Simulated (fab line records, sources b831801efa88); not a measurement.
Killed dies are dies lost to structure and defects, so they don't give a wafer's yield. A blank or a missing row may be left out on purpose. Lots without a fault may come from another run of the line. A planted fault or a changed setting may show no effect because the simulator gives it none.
A struck lot beside a sound one | flow sky130 | 20 steps out of a route of 708
Sound: wafers L832.1, L832.3, L832.4. Struck: wafer L841.1. (L841.2, L841.4 of the same lot were not struck and are left out.) The cause comes at the end.
At each step with rows: each side's tool, then ch and its chambers, then its first start. Under that, the readings that differ: sound wafers | struck wafers | difference of the means | sigmas: that difference in standard deviations of wafers without a fault.
alike: readings whose means differ by less than 2 such deviations, and words and numbers that are the same on both sides. not compared: withheld readings, readings that some wafer has no value for, bounds like >300 that may hide the same value, and numbers for which the record gives no deviation and whose values overlap.
The two part at a step that has a row with sigmas, a row that says differs or no value, or rows on one side only. Numbers that don't overlap but have no deviation are shown without sigmas and don't part them. A reading that every wafer of one side lacks parts them only if that side has two wafers or more.

first, 1 step without rows for these wafers: SKY_POLY_GATE_CVD_03 (deposits Si3N4 from DCS/NH3, target thk 75 nm, time 1290 s).
SKY_POLY_GATE_THK_MEAS_04:
  sound on film_metro-01, day 18 02:28; struck on film_metro-01, day 21 02:02
  alike: POLY_GATE_CVD_03_THK
then, 8 steps without rows for these wafers: SKY_POLY_GATE_DEHYDRATE_05 (time 60 s); SKY_POLY_GATE_HMDS_06 (prime time 60 s); SKY_POLY_GATE_COAT_07 (resist thk 110 nm); SKY_POLY_GATE_COAT_08 (resist thk 450 nm); SKY_POLY_GATE_SOFTBAKE_09 (time 86.89 s); SKY_POLY_GATE_EXPOSE_10 (exposes mask P1M, target cd 150 nm); SKY_POLY_GATE_PEB_11; SKY_POLY_GATE_DEVELOP_12 (develop time 60 s).
SKY_POLY_GATE_CD_MEAS_13: target cd 150 nm.
  sound on cd_sem-02, day 19 08:22; struck on cd_sem-02, day 22 09:37
  alike: cd_nm
SKY_POLY_GATE_OVL_MEAS_14:
  sound on overlay-02, day 19 08:31; struck on overlay-02, day 22 09:44
  alike: POLY_GATE_OVL
SKY_POLY_GATE_ETCH_15: etches BARC in N2/H2, stops on SiO2, time 118.5 s, target depth 110 nm.
  sound on rie_diel-01 ch 0,1,3, day 19 08:32; struck on rie_diel-01 ch 2, day 22 09:47
  reading                                          | sound             | struck | difference | sigmas
  rf_hours_counter_h (h)                           | 37 20 12          | 56     | +33        |
  model.KrF-thick_of_POLY_GATE_COAT_08.thk_nm (nm) | 345.9 344.1 347.1 | 293.2  | -52.5      |
  model.POLY_GATE.cd_nm (nm)                       | 149.9 147.8 151.1 | 139.6  | -10.0      |
  model.SiO2_of_SONOS_ONO_CVD_04.thk_nm (nm)       | 4.578 4.437 4.399 | 0      | -4         |
  alike: drypump_motor_current_A, oes_product_au, throttle_valve_pct
SKY_POLY_GATE_ETCH_16: etches Si3N4 in CH3F/O2, stops on poly-Si, time 147.5 s, target depth 75 nm.
  sound on rie_diel-01 ch 0,1,3, day 19 08:38; struck on rie_diel-01 ch 2, day 22 09:52
  reading                | sound                | struck | difference | sigmas
  rf_hours_counter_h (h) | 37 20 12             | 56     | +33        |
  throttle_valve_pct (%) | 10.541 10.539 10.553 | 10.526 | -0.018     | -2
  alike: ch3f_flow_sccm, drypump_motor_current_A, oes_product_au
SKY_POLY_GATE_ETCH_17: etches poly-Si in HBr/Cl2, stops on SiO2, target depth 180 nm, time 70.5 s.
  sound on rie_si-02 ch 0,1,3, day 19 08:44; struck on rie_si-02 ch 3, day 22 09:58
  reading                                          | sound             | struck | difference | sigmas
  model.KrF-thick_of_POLY_GATE_COAT_08.thk_nm (nm) | 140.3 136.4 142.7 | 88.54  | -51.26     |
  model.POLY_GATE.cd_nm (nm)                       | 150.1 149.4 150.3 | 140.5  | -9.4       |
  alike: HBr_flow_sccm, drypump_motor_current_A, he_backside_leak_sccm, oes_product_au, throttle_valve_pct
  not compared: rf_hours_counter_h
SKY_POLY_GATE_STRIP_18: strips in O2/N2.
  sound on plasma_asher-03 ch 0,1, day 19 08:47; struck on plasma_asher-04 ch 0, day 22 10:01
  reading                      | sound             | struck | difference | sigmas
  oes_product_au (a.u.)        | 0.360 0.360 0.363 | 0.336  | -0.025     | -5
  strip_time_to_endpoint_s (s) | 3.19 3.12 3.21    | 2.59   | -0.58      | -17
  alike: drypump_motor_current_A
  not compared: rf_hours_counter_h
then, 2 steps without rows for these wafers: SKY_POLY_GATE_CLEAN_19 (cleans in SC1/SC2, time 150 s); SKY_POLY_GATE_OXIDATION_20 (stabilise 600 s, purge 300 s, target thk 4 nm).
SKY_POLY_GATE_CD_MEAS_22:
  sound on cd_sem-01, day 19 10:49; struck on cd_sem-01, day 22 11:29
  reading    | sound             | struck | difference | sigmas
  cd_nm (nm) | 150.1 149.5 150.5 | 140.3  | -9.7       | -5
then, 1 step without rows for these wafers: SKY_LDD_N_DEHYDRATE_00 (time 60 s).

WHERE THEY PART
First at SKY_POLY_GATE_ETCH_16; last, within this record, at SKY_POLY_GATE_CD_MEAS_22.

WHY: what the simulator had put in
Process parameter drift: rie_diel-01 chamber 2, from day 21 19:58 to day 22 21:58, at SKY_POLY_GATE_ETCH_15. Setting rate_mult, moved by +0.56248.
